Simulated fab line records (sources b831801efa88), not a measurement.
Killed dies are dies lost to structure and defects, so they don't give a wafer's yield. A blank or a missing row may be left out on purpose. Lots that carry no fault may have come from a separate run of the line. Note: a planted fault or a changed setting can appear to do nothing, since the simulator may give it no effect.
fab line records    flow sky130
record lots=6  wafers=18  last_day=49
route steps=708 shown METAL4@627 VIA4@639 PAD_OPEN@708
lots that met no fault: from a run of the same line without faults
start_h: hours from the record's first day to the start of the lot's first wafer shown    wait_h: hours elapsed since this lot's preceding step    " the same as in the row above    L1.1+2: one row covering several wafers at once    - no value, or no start given    * or withheld: withheld    < > ~ a bound
route shown NAME@n: a module of which the file shows steps, and the number in the route of the first    usual: the fault-free wafers' mean and standard deviation    same: alike in all rows    chamber/n: place in a boat    sites: the reading at each site    _std_site: the standard deviation of these    _edge_site: inner sites' mean taken away from outer sites' mean    radius_mm: for every site, how far away it sits from the centre of the wafer    mask NAME#n: copy n    behind: the last tool/chamber to shape the wafer    hold: reason for holding the lot/hours on hold/outcome of the hold    device: the transistor (n, p or np) that didn't switch    end of line: tests of these same wafers at the route's end    a step with no rows: only its recipe    killed: count of dies lost to structure and defects at first sort (not the wafer's yield)    map: shows each die of a wafer: x if killed, . if not, _ if none is there
set.NAME: the setting that was run; set.NAME@STEP: the one run at that earlier step    model.NAME: the simulator's own value behind a step, which no gauge read
a table for each step, a row for each wafer; lots at some steps of the route
services: a tool's chamber out of use, with start hour (start_h, from the record's first day; less than 0 if before it), hours out, and reason
## steps
# step SKY_METAL4_PEB_11
# recipe peb_temp_c=withheld  peb_time_s=withheld  resist=KrF-thick
# step SKY_METAL4_DEVELOP_12
# recipe develop_time_s=60  resist=KrF-thick  dev_temp_c=21
# step SKY_METAL4_CD_MEAS_13
# recipe target_cd_nm=300
# usual cd_nm=299.7/1.4
lot.wafer  tool       chamber  start_h  wait_h  cd_nm
L384.3     cd_sem-01  -        988.03   -       298.3
L384.5     "          -        "        "       299.3
L384.6     "          -        "        "       298.6
L389.2     cd_sem-01  -        1025.87  -       300.5
L389.3     "          -        "        "       299.6
L389.5     "          -        "        "       299.6
L390.1     cd_sem-02  -        1035.54  -       299.9
L390.3     "          -        "        "       299.5
L390.5     "          -        "        "       300.0
L398.2     cd_sem-01  -        1101.72  -       301.4
L398.4     "          -        "        "       300.8
L398.6     "          -        "        "       299.5
L399.4     cd_sem-02  -        1104.75  -       296.6
L399.5     "          -        "        "       296.8
L399.6     "          -        "        "       296.4
L400.2     cd_sem-01  -        1105.71  -       298.6
L400.4     "          -        "        "       298.5
L400.5     "          -        "        "       299.3
# step SKY_METAL4_OVL_MEAS_14
# usual METAL4_OVL=-2/5.4
lot.wafer  tool        chamber  start_h  wait_h  METAL4_OVL[nm]
L384.3     overlay-01  -        988.12   0.1     -3
L384.5     "           -        "        "       0
L384.6     "           -        "        "       -4
L389.2     overlay-02  -        1025.98  0.1     -2
L389.3     "           -        "        "       -12
L389.5     "           -        "        "       -9
L390.1     overlay-01  -        1035.66  0.1     -11
L390.3     "           -        "        "       -2
L390.5     "           -        "        "       -8
L398.2     overlay-01  -        1101.83  0.1     8
L398.4     "           -        "        "       0
L398.6     "           -        "        "       2
L399.4     overlay-01  -        1104.83  0.1     6
L399.5     "           -        "        "       -2
L399.6     "           -        "        "       1
L400.2     overlay-02  -        1105.82  0.1     5
L400.4     "           -        "        "       13
L400.5     "           -        "        "       2
# step SKY_METAL4_DESCUM_15
# recipe chemistry=O2  source_power_w=150  bias_power_w=0  pressure_mtorr=10  temp_c=40  time_s=8
# step SKY_METAL4_ETCH_16
# recipe chemistry=N2/H2  target=BARC  ion_energy_ev=200  bias_w=100  pressure_mtorr=30  n2_flow_sccm=100  h2_flow_sccm=200  icp_w=500  stop_on=SiO2  time_s=88.2  target_depth_a=600
# usual drypump_motor_current_A=6.08/0.26  oes_product_au=0.625/0.0046  throttle_valve_pct=13.205/0.0096
lot.wafer  tool          chamber  start_h  wait_h  drypump_motor_current_A  oes_product_au  rf_hours_counter_h  throttle_valve_pct
L384.3     rie_metal-04  1        988.21   0.0     6.38                     0.627           -                   13.189
L384.5     "             1        "        "       6.36                     0.630           -                   13.208
L384.6     "             0        "        "       6.09                     0.625           -                   13.203
L389.2     rie_metal-01  1        1026.04  0.0     6.25                     0.623           5                   13.208
L389.3     "             0        "        "       5.52                     0.626           -                   13.192
L389.5     "             0        "        "       5.50                     0.626           -                   13.212
L390.1     rie_metal-04  1        1035.72  0.0     6.31                     0.624           13                  13.198
L390.3     "             0        "        "       6.08                     0.630           -                   13.208
L390.5     "             0        "        "       6.07                     0.626           -                   13.197
L398.2     rie_metal-01  0        1101.89  0.0     5.53                     0.628           22                  13.206
L398.4     "             0        "        "       5.54                     0.628           -                   13.219
L398.6     "             0        "        "       5.53                     0.626           -                   13.218
L399.4     rie_metal-04  1        1104.91  0.0     6.33                     0.626           -                   13.207
L399.5     "             1        "        "       6.33                     0.628           -                   13.218
L399.6     "             0        "        "       6.08                     0.630           -                   13.225
L400.2     rie_metal-03  0        1105.88  0.0     5.77                     0.632           6                   13.224
L400.4     "             1        "        "       6.18                     0.626           -                   13.220
L400.5     "             1        "        "       6.19                     0.632           -                   13.213
# step SKY_METAL4_ETCH_17
# recipe target=SiO2  stop_on=TiN  chemistry=C4F8/O2/Ar  source_w=1500  bias_w=1200  pressure_mtorr=40  c4f8_flow_sccm=withheld  O2_flow_sccm=6  Ar_flow_sccm=300  time_s=3.9  target_depth_a=150
# usual oes_product_au=0.752/0.0076
lot.wafer  tool         chamber  start_h  wait_h  oes_product_au  rf_hours_counter_h
L384.3     rie_diel-03  0        988.28   0.0     0.737           18
L384.5     "            0        "        "       0.747           -
L384.6     "            1        "        "       0.755           -
L389.2     rie_diel-02  3        1026.14  0.1     0.767           19
L389.3     "            2        "        "       0.760           6
L389.5     "            2        "        "       0.755           -
L390.1     rie_diel-02  1        1035.82  0.1     0.743           12
L390.3     "            0        "        "       0.751           15
L390.5     "            3        "        "       0.751           -
L398.2     rie_diel-02  2        1101.99  0.1     0.743           9
L398.4     "            0        "        "       0.755           17
L398.6     "            0        "        "       0.759           -
L399.4     rie_diel-04  1        1104.98  0.0     0.757           30
L399.5     "            1        "        "       0.742           -
L399.6     "            2        "        "       0.767           -
L400.2     rie_diel-02  1        1105.98  0.1     0.751           14
L400.4     "            0        "        "       0.750           17
L400.5     "            3        "        "       0.752           -
# step SKY_METAL4_METAL_ETCH_18
# recipe target_depth_a=8450  stop_on=SiO2  over_etch_frac=0.3  time_s=183.1  chemistry=Cl2/BCl3  resist_sidewall_deg=88  pressure_mtorr=10  icp_w=900  bias_w=48.5  Cl2_flow_sccm=60  bcl3_flow_sccm=30
# usual drypump_motor_current_A=6.01/0.29  mfc_cl2_sccm=60.00/0.18  oes_product_au=0.864/0.0074  throttle_valve_pct=22.264/0.009
lot.wafer  tool          chamber  start_h  wait_h  drypump_motor_current_A  mfc_cl2_sccm  oes_product_au  rf_hours_counter_h  throttle_valve_pct
L384.3     rie_metal-03  0        988.35   0.1     5.74                     59.75         0.857           -                   22.256
L384.5     "             1        "        "       6.17                     59.95         0.865           -                   22.255
L384.6     "             0        "        "       5.74                     59.81         0.872           -                   22.270
L389.2     rie_metal-04  0        1026.16  0.0     6.07                     59.79         0.871           15                  22.260
L389.3     "             1        "        "       6.28                     60.09         0.873           -                   22.262
L389.5     "             0        "        "       6.09                     60.24         0.872           -                   22.281
L390.1     rie_metal-03  1        1035.84  0.0     6.17                     60.26         0.874           13                  22.260
L390.3     "             1        "        "       6.18                     59.98         0.868           -                   22.261
L390.5     "             0        "        "       5.74                     59.87         0.869           -                   22.264
L398.2     rie_metal-03  1        1102.01  0.0     6.18                     60.09         0.862           18                  22.256
L398.4     "             0        "        "       5.75                     59.96         0.860           -                   22.266
L398.6     "             1        "        "       6.18                     60.24         0.863           -                   22.272
L399.4     rie_metal-03  0        1105.06  0.1     5.73                     60.09         0.879           -                   22.263
L399.5     "             0        "        "       5.75                     60.10         0.861           -                   22.279
L399.6     "             1        "        "       6.19                     60.05         0.870           -                   22.269
L400.2     rie_metal-04  1        1106.00  0.0     6.32                     60.09         0.871           18                  22.255
L400.4     "             0        "        "       6.06                     59.84         0.871           -                   22.259
L400.5     "             1        "        "       6.33                     59.97         0.870           -                   22.266
# step SKY_METAL4_STRIP_19
# recipe chemistry=O2/N2  power_w=1400  pressure_mtorr=1500  platen_temp_c=withheld  o2_flow_sccm=3000  n2_flow_sccm=300  overash_fraction=0.5
# usual drypump_motor_current_A=6.1/0.53  oes_product_au=0.505/0.0056  strip_time_to_endpoint_s=6.60/0.087
# same overash_fraction=0.5
lot.wafer  tool             chamber  start_h  wait_h  drypump_motor_current_A  oes_product_au  rf_hours_counter_h  strip_time_to_endpoint_s
L384.3     plasma_asher-04  0        988.51   0.1     5.2                      0.504           -                   6.55
L384.5     "                0        "        "       5.2                      0.523           -                   6.62
L384.6     "                1        "        "       6.8                      0.506           -                   6.61
L389.2     plasma_asher-03  0        1026.33  0.1     5.7                      0.513           62                  6.69
L389.3     "                1        "        "       6.4                      0.504           -                   6.73
L389.5     "                1        "        "       6.3                      0.502           -                   6.68
L390.1     plasma_asher-04  0        1036.02  0.1     5.2                      0.509           30                  6.62
L390.3     "                0        "        "       5.2                      0.501           -                   6.61
L390.5     "                1        "        "       6.8                      0.498           -                   6.50
L398.2     plasma_asher-04  0        1102.18  0.1     5.2                      0.495           36                  6.51
L398.4     "                1        "        "       6.7                      0.499           -                   6.45
L398.6     "                0        "        "       5.2                      0.500           -                   6.50
L399.4     plasma_asher-04  1        1105.21  0.1     6.8                      0.512           -                   6.52
L399.5     "                0        "        "       5.2                      0.501           -                   6.54
L399.6     "                1        "        "       6.7                      0.504           -                   6.56
L400.2     plasma_asher-01  0        1106.17  0.1     6.3                      0.514           97                  6.80
L400.4     "                0        "        "       6.3                      0.500           -                   6.64
L400.5     "                1        "        "       6.4                      0.509           -                   6.77
# step SKY_METAL4_STRIP_20
# recipe chemistry=post_etch_residue_remover  time_s=1200  temp_c=72.5
# step SKY_METAL4_CLEAN_21
# recipe chemistry=IPA  time_s=180  temp_c=25
# step SKY_METAL4_CLEAN_22
# recipe chemistry=O3/DIW  dry=n2_spin
# step SKY_VIA4_HDPCVD_00
# recipe material=SiO2  target_thk_nm=1750  sigma_open_frac=0.3  time_s=291.7  temp_c=400  sih4_flow_sccm=60  pressure_mtorr=6
lot.wafer  tool       chamber  start_h  wait_h  model.SiO2_of_VIA4_HDPCVD_00.thk_nm
L384.3+6   hdpcvd-01  2,0      989.06   0.0     1742
L384.5     "          1        "        "       1730
L389.2     hdpcvd-02  1        1027.02  0.0     2801
L389.3     "          2        "        "       2809
L389.5     "          2        "        "       2792
L390.1     hdpcvd-02  1        1036.66  0.0     2807
L390.3     "          2        "        "       2783
L390.5     "          1        "        "       2809
L398.2     hdpcvd-01  2        1102.87  0.0     1764
L398.4     "          2        "        "       1769
L398.6     "          0        "        "       1796
L399.4     hdpcvd-02  0        1106.23  0.1     1731
L399.5     "          1        "        "       1769
L399.6     "          2        "        "       1755
L400.2     hdpcvd-02  1        1106.83  0.0     1767
L400.4     "          2        "        "       1751
L400.5     "          1        "        "       1758
# step SKY_VIA4_THK_MEAS_01
# recipe reads=SiO2_of_VIA4_HDPCVD_00
# usual VIA4_HDPCVD_THK=1747/20
lot.wafer  tool           chamber  start_h  wait_h  VIA4_HDPCVD_THK[nm]
L384.3     film_metro-02  -        989.26   0.1     1743
L384.5     "              -        "        "       1729
L384.6     "              -        "        "       1742
L389.2     film_metro-04  -        1027.21  0.1     2801
L389.3     "              -        "        "       2810
L389.5     "              -        "        "       2793
L390.1     film_metro-02  -        1036.84  0.1     2807
L390.3     "              -        "        "       2783
L390.5     "              -        "        "       2809
L398.2     film_metro-03  -        1103.06  0.1     1765
L398.4     "              -        "        "       1770
L398.6     "              -        "        "       1795
L399.4     film_metro-03  -        1106.35  0.0     1732
L399.5     "              -        "        "       1768
L399.6     "              -        "        "       1757
L400.2     film_metro-03  -        1107.02  0.1     1766
L400.4     "              -        "        "       1751
L400.5     "              -        "        "       1757
# step SKY_VIA4_CMP_02
# recipe material=SiO2  down_force_psi=4  platen_rpm=60  pad_velocity_m_s=0.94248
# usual edge_zone_pressure_frac=0.999/0.0057  motor_current_A=13.0/1.1  retaining_ring_pressure_frac=1.000/0.0053
lot.wafer  tool    chamber  start_h  wait_h  edge_zone_pressure_frac  motor_current_A  retaining_ring_pressure_frac
L384.3     cmp-02  0        989.30   0.0     0.995                    14.4             1.000
L384.5     "       0        "        "       1.002                    14.4             1.000
L384.6     "       1        "        "       1.004                    11.9             1.003
L389.3     cmp-01  0        1027.66  0.4     1.001                    14.1             0.995
L389.2     "       1        "        "       1.001                    13.4             1.001
L389.5     "       3        "        "       1.001                    11.9             0.997
L390.3     cmp-01  3        1036.95  0.1     1.003                    11.9             0.999
L390.1     "       1        "        "       1.000                    13.9             0.998
L390.5     "       2        "        "       0.996                    13.5             1.002
L398.2     cmp-01  1        1103.16  0.1     0.993                    13.5             1.001
L398.4     "       3        "        "       1.005                    11.9             0.999
L398.6     "       1        "        "       0.998                    13.6             1.010
L399.4     cmp-01  0        1106.43  0.1     1.003                    14.3             1.008
L399.5     "       3        "        "       1.009                    11.7             1.009
L399.6     "       0        "        "       1.003                    14.1             1.001
L400.2     cmp-02  1        1107.12  0.1     0.993                    12.4             1.005
L400.4     "       2        "        "       0.994                    11.7             0.997
L400.5     "       1        "        "       1.004                    12.7             0.998
# step SKY_PAD_OPEN_PROBE_99
# usual defect_limited_yield=82.6/2  killed_at_M0_to_M3=43/7.3  killed_at_M4_up=3.4/1.7  killed_at_contacts=24/4.5  killed_at_front_end=16/4.4  killed_at_other=0.2/0.51  killed_dies=86/9.7  killed_open=46/6.6  killed_short=39/7.1  sort_bin_3_pad_short=0.9/0.45  sort_bin_5_function=10.4/1.4  sort_bin_6_memory=6.2/1.2  sort_n_pass=406/9.7  sort_yield_pct=82.6/2
# same gross_dies=492  killed_at_back_side=0  sort_bin_4_leakage[%]=0  sort_bin_8_speed[%]=0
lot.wafer  tool       chamber  start_h  wait_h  defect_limited_yield[%]  killed_at_M0_to_M3  killed_at_M4_up  killed_at_contacts  killed_at_front_end  killed_at_other  killed_dies  killed_open  killed_short  sort_bin_3_pad_short[%]  sort_bin_5_function[%]  sort_bin_6_memory[%]  sort_n_pass  sort_yield_pct[%]
L384.3     prober-01  -        1083.07  0.2     82.5                     44                  2                22                  18                   0                86           46           40            0.4                      10.0                    7.1                   406          82.5
L384.5     prober-01  -        1083.17  0.2     83.7                     41                  2                28                  9                    0                80           45           35            0.6                      9.3                     6.3                   412          83.7
L384.6     prober-01  -        1083.22  0.2     82.7                     34                  2                30                  19                   0                85           42           43            0.2                      11.0                    6.1                   407          82.7
L389.2     prober-01  -        1167.10  0.1     82.3                     40                  5                22                  20                   0                87           43           44            0.6                      9.8                     7.3                   405          82.3
L389.3     prober-01  -        1167.15  0.2     82.5                     46                  5                19                  16                   0                86           34           51            0.6                      10.8                    6.1                   406          82.5
L389.5     prober-01  -        1167.25  0.2     79.1                     58                  3                23                  19                   0                103          50           53            1.0                      11.2                    8.7                   389          79.1
L400.2     prober-01  -        1186.44  0.1     83.3                     44                  4                20                  13                   1                82           45           37            0.4                      11.4                    4.9                   410          83.3
L400.4     prober-01  -        1186.54  0.2     84.1                     39                  5                19                  15                   0                78           40           38            0.8                      12.6                    2.4                   414          84.1
L400.5     prober-01  -        1186.59  0.2     84.3                     36                  6                21                  14                   0                77           37           40            0.6                      11.2                    3.9                   415          84.3
# killed by level:class
L384.3 VIA1:geometric_particle:open=11 CONTACT:geometric_particle:open=7 FIELD_ISO:geometric_particle:open=6 VIA3:geometric_particle:open=6 FIELD_ISO:geometric_particle:short=5 VIA1:geometric_particle:short=5 VIA2:geometric_particle:short=4 LI_CONTACT:geometric_particle:open=4
L384.5 CONTACT:geometric_particle:open=12 VIA1:geometric_particle:open=10 VIA3:geometric_particle:open=8 VIA2:geometric_particle:open=6 LOCAL_INTERCONNECT:geometric_particle:short=6 POLY_GATE:geometric_particle:short=5 CONTACT:geometric_particle:short=5 METAL1:geometric_particle:short=5
L384.6 CONTACT:geometric_particle:open=14 VIA1:geometric_particle:open=9 FIELD_ISO:geometric_particle:short=6 LI_CONTACT:geometric_particle:open=6 SONOS_ONO:geometric_particle:short=5 METAL1:geometric_particle:short=5 METAL2:geometric_particle:short=5 LOCAL_INTERCONNECT:geometric_particle:short=4
L389.2 VIA1:geometric_particle:open=9 CONTACT:geometric_particle:open=8 LI_CONTACT:geometric_particle:short=6 VIA3:geometric_particle:open=6 POLY_GATE:geometric_particle:short=5 VIA2:geometric_particle:short=5 LI_CONTACT:geometric_particle:open=5 VIA3:geometric_particle:short=5
L389.3 METAL1:geometric_particle:short=10 CONTACT:geometric_particle:open=6 VIA2:geometric_particle:short=6 FIELD_ISO:geometric_particle:short=5 POLY_GATE:geometric_particle:short=5 LOCAL_INTERCONNECT:geometric_particle:short=5 VIA1:geometric_particle:open=5 VIA3:geometric_particle:open=5
L389.5 VIA1:geometric_particle:open=14 VIA1:geometric_particle:short=9 METAL1:geometric_particle:short=8 METAL2:geometric_particle:short=8 POLY_GATE:geometric_particle:open=6 VIA2:geometric_particle:open=6 CONTACT:geometric_particle:open=5 VIA2:geometric_particle:short=5
L400.2 VIA1:geometric_particle:open=12 VIA3:geometric_particle:open=10 CONTACT:geometric_particle:short=6 VIA2:geometric_particle:open=5 LI_CONTACT:geometric_particle:open=5 LOCAL_INTERCONNECT:geometric_particle:short=4 FIELD_ISO:geometric_particle:short=4 FIELD_ISO:geometric_particle:open=3
L400.4 CONTACT:geometric_particle:open=9 VIA2:geometric_particle:open=9 FIELD_ISO:geometric_particle:short=7 METAL2:geometric_particle:short=6 VIA1:geometric_particle:open=6 VIA3:geometric_particle:open=5 METAL1:geometric_particle:short=5 METAL4:geometric_particle:short=4
L400.5 VIA1:geometric_particle:open=13 LOCAL_INTERCONNECT:geometric_particle:short=7 VIA3:geometric_particle:open=6 METAL4:geometric_particle:short=6 CONTACT:geometric_particle:open=5 CONTACT:geometric_particle:short=4 METAL1:geometric_particle:short=4 VIA1:geometric_particle:short=4
## services
tool             chamber  start_h  hours  kind
plasma_asher-04  -        980.15   4.3    pm
rie_metal-01     -        980.42   0.4    repair
hdpcvd-01        -        989.79   28.1   pm
cmp-02           -        995.02   1.7    repair
plasma_asher-01  -        995.79   9.6    repair
cmp-01           -        1001.38  1.8    repair
rie_diel-04      -        1007.82  2.8    pm
rie_diel-02      2        1009.68  12.5   repair
plasma_asher-03  -        1010.90  2.8    pm
cmp-02           -        1018.68  11.6   pm
rie_diel-04      -        1028.51  0.6    repair
rie_diel-02      2        1033.80  4.3    repair
hdpcvd-02        -        1045.74  5.5    pm
rie_metal-04     1        1048.17  2.6    repair
rie_diel-03      2        1055.07  6.5    repair
rie_metal-04     0        1056.61  1.1    repair
rie_diel-04      -        1063.35  0.6    repair
plasma_asher-04  -        1071.51  1.7    repair
plasma_asher-04  -        1076.18  2.8    pm
cmp-02           -        1078.35  0.5    repair
cmp-01           -        1084.00  4.0    pm
plasma_asher-01  -        1084.12  15.0   repair
cmp-02           -        1087.35  1.9    repair
plasma_asher-04  -        1098.00  0.7    repair
## key
first_sign step=SKY_VIA4_THK_MEAS_01  reading=VIA4_HDPCVD_THK  direction=up  sigmas=52  usual=1747  struck=2800
effect none on later readings
model_effect step=SKY_VIA4_HDPCVD_00  value=SiO2_of_VIA4_HDPCVD_00.thk_nm  without=1745  struck=2800
met_at SKY_VIA4_HDPCVD_00
struck_wafers L389.2,L389.3,L389.5,L390.1,L390.3,L390.5
fault kind=process_parameter_drift  tool=hdpcvd-02  chamber=-  onset_h=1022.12  steps=SKY_VIA4_HDPCVD_00  channel=target_thk_nm  offset=1054.7  shape=step  end_h=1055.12  acts_in=these_recipes_only  stated=1750
